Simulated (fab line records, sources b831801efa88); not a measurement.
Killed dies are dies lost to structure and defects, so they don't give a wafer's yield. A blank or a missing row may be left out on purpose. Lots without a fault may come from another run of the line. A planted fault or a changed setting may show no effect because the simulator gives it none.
Which tool did it? | flow gf180mcu | 13 lots, 39 wafers sampled, at 3 steps of a route of 602

WHAT THE GAUGES READ, wafer by wafer
GF_NWELL_OVL_MEAS_07.
lot  | measured    | on         | NWELL_OVL (nm)
L361 | day 3 11:14 | overlay-01 | -1.2 -0.5 0.6
L363 | day 4 02:53 | overlay-01 | 1.1 1.1 0.2
L364 | day 4 03:26 | overlay-02 | 2.2 0.7 1.6
L366 | day 4 17:08 | overlay-02 | -1.0 1.1 -0.7
L368 | day 5 02:12 | overlay-02 | -0.1 -0.3 0.2
L374 | day 6 04:32 | overlay-01 | 0.7 -1.3 1.0
L375 | day 6 15:41 | overlay-01 | -1.0 0.2 -1.5
L376 | day 6 17:09 | overlay-01 | 0.1 -1.1 -0.4
L378 | day 7 02:47 | overlay-01 | 1.5 1.9 1.2
L380 | day 7 14:23 | overlay-01 | 2.6 1.4 2.3
L381 | day 7 20:02 | overlay-01 | 0.3 0.7 1.1
L383 | day 8 07:36 | overlay-02 | 1.1 -0.3 0.1
L384 | day 8 12:20 | overlay-02 | -0.2 0.0 -0.2

GF_VT_IMPLANT_RS_MEAS_49: measures by four-point-probe.
lot  | measured     | on            | MVPSD_RS (ohm/sq)
L361 | day 7 16:38  | film_metro-01 | 1163.8 1167.9 1167.7
L363 | day 8 11:26  | film_metro-01 | 1169.5 1168.1 1168.5
L364 | day 8 13:19  | film_metro-04 | 1170.8 1174.7 1170.1
L366 | day 9 05:42  | film_metro-01 | 1171.9 1169.5 1171.1
L368 | day 9 15:25  | film_metro-04 | 1165.5 1164.3 1166.5
L374 | day 11 01:38 | film_metro-04 | 1166.0 1167.1 1164.7
L375 | day 11 12:02 | film_metro-01 | 1168.3 1167.7 1166.6
L376 | day 11 15:32 | film_metro-03 | 1174.1 1171.7 1166.3
L378 | day 12 02:59 | film_metro-03 | 1170.1 1170.5 1168.5
L380 | day 12 19:28 | film_metro-01 | 1168.1 1169.2 1165.9
L381 | day 13 02:15 | film_metro-03 | 1164.9 1165.0 1164.2
L383 | day 13 15:53 | film_metro-01 | 1174.7 1169.2 1170.8
L384 | day 13 21:20 | film_metro-01 | 1174.8 1171.9 1171.7

WHICH TOOL RAN EACH LOT (tool, then ch and the chambers of the sampled wafers, then the start)
lot  | GF_VT_IMPLANT_STRIP_09
L361 | plasma_asher-01 ch 0,1, day 5 18:35
L363 | plasma_asher-02 ch 0,1, day 6 11:59
L364 | plasma_asher-04 ch 0,1, day 6 13:11
L366 | plasma_asher-01 ch 0,1, day 7 04:26
L368 | plasma_asher-02 ch 0,1, day 7 14:31
L374 | plasma_asher-01 ch 0,1, day 8 19:56
L375 | plasma_asher-01 ch 1, day 9 07:20
L376 | plasma_asher-01 ch 0,1, day 9 09:58
L378 | plasma_asher-02 ch 0,1, day 9 21:28
L380 | plasma_asher-02 ch 0,1, day 10 10:13
L381 | plasma_asher-01 ch 0,1, day 10 16:46
L383 | plasma_asher-01 ch 0,1, day 11 04:04
L384 | plasma_asher-01 ch 0,1, day 11 11:01
- GF_VT_IMPLANT_STRIP_09: strips in O2/N2.

WHAT THE TOOLS THEMSELVES READ (means of the sampled wafers that have a number; where no wafer has one, the mark that the record gives instead)
GF_VT_IMPLANT_STRIP_09.
lot  | tool            | drypump_motor_current_A (A) | heater_power_w (W) | o2_flow_sccm (sccm) | oes_product_au (a.u.) | platen_temp_c (C) | strip_time_to_endpoint_s (s)
L361 | plasma_asher-01 | 5.51                        | 351                | 2993                | 0.718                 | 249.88            | 12.61
L363 | plasma_asher-02 | 5.42                        | 333                | 3003                | 0.715                 | 250.24            | 12.64
L364 | plasma_asher-04 | 5.59                        | 350                | 2999                | 0.715                 | 249.99            | 12.60
L366 | plasma_asher-01 | 5.31                        | 338                | 3002                | 0.715                 | 250.10            | 12.61
L368 | plasma_asher-02 | 5.40                        | 309                | 3001                | 0.717                 | 250.19            | 12.66
L374 | plasma_asher-01 | 5.30                        | 332                | 2998                | 0.716                 | 249.97            | 12.62
L375 | plasma_asher-01 | 5.07                        | 325                | 3004                | 0.717                 | 250.13            | 12.72
L376 | plasma_asher-01 | 5.51                        | 354                | 2997                | 0.710                 | 249.82            | 12.70
L378 | plasma_asher-02 | 5.41                        | 312                | 3010                | 0.720                 | 249.94            | 12.59
L380 | plasma_asher-02 | 5.42                        | 331                | 3007                | 0.719                 | 249.93            | 12.65
L381 | plasma_asher-01 | 5.50                        | 353                | 3007                | 0.716                 | 249.91            | 12.62
L383 | plasma_asher-01 | 5.30                        | 337                | 2996                | 0.722                 | 249.97            | 12.54
L384 | plasma_asher-01 | 5.52                        | 359                | 2996                | 0.714                 | 250.08            | 12.62

THE ANSWER, worked out from the rows above alone
Rule: what is usual is taken from the lots themselves. Put in order of their means at a reading, lots are off if they are a third of the lots or fewer, leave a main group of 4 or more, and stand apart from it by a gap of 3 or more times the standard deviation of the main group's means; of several such gaps the widest counts. A main group whose means are all the same, to the digits that the tables above print for the reading, isn't used. A lot without any number at a reading at which 4 lots or more have one is off too. The other lots that the step has rows for count as sound. The gauges are gone through in route order, then the tools' own readings, and for those a lot's mean is taken as printed above. The first step at which some lot is off is used, and at that step the reading that is off furthest; a lot without a number counts as furthest.
No lot is off at any reading shown: from this, nothing can be told.

WHAT THE SIMULATOR HAD PUT IN
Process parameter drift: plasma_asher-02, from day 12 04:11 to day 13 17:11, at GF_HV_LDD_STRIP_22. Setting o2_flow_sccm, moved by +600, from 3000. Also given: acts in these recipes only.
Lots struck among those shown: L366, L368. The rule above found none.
